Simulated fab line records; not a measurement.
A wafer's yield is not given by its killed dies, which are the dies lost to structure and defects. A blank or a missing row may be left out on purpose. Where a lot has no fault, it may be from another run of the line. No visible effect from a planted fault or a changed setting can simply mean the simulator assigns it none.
Commonality check across tools | flow sky130 | Sampled: 12 lots, 36 wafers

## WHAT PROMPTED THE OPENING
At SKY_SD_N_RS_MEAS_16 the reading SD_N_RS is flagged on 2 of 12 lots. Wafers without a fault read 68.47 ohm/sq, standard deviation 0.1.
Rule: a lot is flagged when every wafer of it that has a number lies more than 4 standard deviations from that mean, or none has a number. As for the other lots, they are considered sound.

lot  | measured     | on            | SD_N_RS (ohm/sq), wafer by wafer | flag
L331 | day 28 00:26 | film_metro-02 | 68.46 68.59 68.52                |
L332 | day 28 09:38 | film_metro-01 | 68.24 68.34 68.35                |
L333 | day 28 23:28 | film_metro-01 | 68.46 68.59 68.73                |
L335 | day 29 09:13 | film_metro-02 | 68.49 68.28 68.56                |
L337 | day 30 10:16 | film_metro-02 | 68.25 68.43 68.43                |
L338 | day 30 21:52 | film_metro-02 | 68.55 68.41 68.45                |
L344 | day 32 15:59 | film_metro-01 | 64.40 64.31 64.62                | FLAGGED
L346 | day 33 10:43 | film_metro-01 | 64.58 64.46 64.35                | FLAGGED
L349 | day 33 22:04 | film_metro-02 | 68.36 68.40 68.34                |
L351 | day 34 15:40 | film_metro-03 | 68.43 68.41 68.36                |
L353 | day 35 17:12 | film_metro-02 | 68.39 68.43 68.53                |
L354 | day 36 01:08 | film_metro-01 | 68.44 68.54 68.60                |
On average the flagged lots' numbers are 64.45 ohm/sq, which is -4.02 ohm/sq against the usual, or -40 standard deviations.

## LOT BY LOT: THE TOOL USED
2 process steps preceding the reading are held in the record, out of 708 steps in the route. Cell contents, in order: the tool; ch with the chambers the sampled wafers went through; the start.
lot  | flag    | SKY_POLY_CUT_STRIP_12                | SKY_SD_N_RTA_14
L331 |         | plasma_asher-03 ch 0,1, day 24 07:43 | rtp_anneal-01 ch 0, day 28 00:16
L332 |         | plasma_asher-03 ch 0, day 24 16:41   | rtp_anneal-02 ch 0, day 28 09:28
L333 |         | plasma_asher-01 ch 0,1, day 25 07:31 | rtp_anneal-01 ch 0, day 28 23:17
L335 |         | plasma_asher-02 ch 0,1, day 25 17:55 | rtp_anneal-01 ch 0, day 29 09:02
L337 |         | plasma_asher-01 ch 0,1, day 26 19:28 | rtp_anneal-01 ch 0, day 30 10:05
L338 |         | plasma_asher-03 ch 0, day 27 08:05   | rtp_anneal-02 ch 0, day 30 21:42
L344 | FLAGGED | plasma_asher-02 ch 0,1, day 29 03:01 | rtp_anneal-02 ch 0, day 32 15:46
L346 | FLAGGED | plasma_asher-01 ch 0,1, day 29 23:43 | rtp_anneal-02 ch 0, day 33 10:29
L349 |         | plasma_asher-03 ch 0,1, day 30 12:40 | rtp_anneal-01 ch 0, day 33 21:53
L351 |         | plasma_asher-02 ch 0,1, day 31 06:22 | rtp_anneal-01 ch 0, day 34 15:30
L353 |         | plasma_asher-02 ch 0,1, day 32 09:19 | rtp_anneal-01 ch 0, day 35 17:01
L354 |         | plasma_asher-02 ch 0,1, day 32 17:10 | rtp_anneal-02 ch 0, day 36 00:56
What is done by these steps:
- SKY_POLY_CUT_STRIP_12: strips in O2/N2.
- SKY_SD_N_RTA_14: time 2 s.
- SKY_SD_N_RS_MEAS_16: measures by four-point-probe.

## FLAGGED AGAINST TOTAL, ONE TOOL AT A TIME (gauges that did the reading follow at the end)
step                  | tool            | lots run | flagged | share of the flagged lots | sound lots run after its first flagged lot
SKY_POLY_CUT_STRIP_12 | plasma_asher-01 | 3        | 1       | some                      | 0
SKY_POLY_CUT_STRIP_12 | plasma_asher-02 | 5        | 1       | some                      | 3 (L351,L353,L354)
SKY_POLY_CUT_STRIP_12 | plasma_asher-03 | 4        | 0       | none                      | -
SKY_SD_N_RTA_14       | rtp_anneal-01   | 7        | 0       | none                      | -
SKY_SD_N_RTA_14       | rtp_anneal-02   | 5        | 2       | all                       | 1 (L354)
SKY_SD_N_RS_MEAS_16   | film_metro-01   | 5        | 2       | all                       | 1 (L354)
SKY_SD_N_RS_MEAS_16   | film_metro-02   | 6        | 0       | none                      | -
SKY_SD_N_RS_MEAS_16   | film_metro-03   | 1        | 0       | none                      | -

## WHAT THE TABLE PERMITS
Rows of the table that ran all the flagged lots, 2 in number: rtp_anneal-02 at SKY_SD_N_RTA_14; film_metro-01 at SKY_SD_N_RS_MEAS_16.
- rtp_anneal-02 at SKY_SD_N_RTA_14: 2 of its 5 lots flagged. Lots that were sound ran on it after the first flagged one (L354); a persistent fault on the entire tool would not allow that. Its own readings lie more than 4 standard deviations out on every wafer of the flagged lots: lamp_power_pct, wafer_temp_C_max.
- film_metro-01 at SKY_SD_N_RS_MEAS_16: 2 of its 5 lots flagged. Lots that were sound ran on it after the first flagged one (L354); a persistent fault on the entire tool would not allow that.
There is no row in the table that ran each flagged lot and no sound lot after the first.

## WHAT THE SIMULATOR PUT IN
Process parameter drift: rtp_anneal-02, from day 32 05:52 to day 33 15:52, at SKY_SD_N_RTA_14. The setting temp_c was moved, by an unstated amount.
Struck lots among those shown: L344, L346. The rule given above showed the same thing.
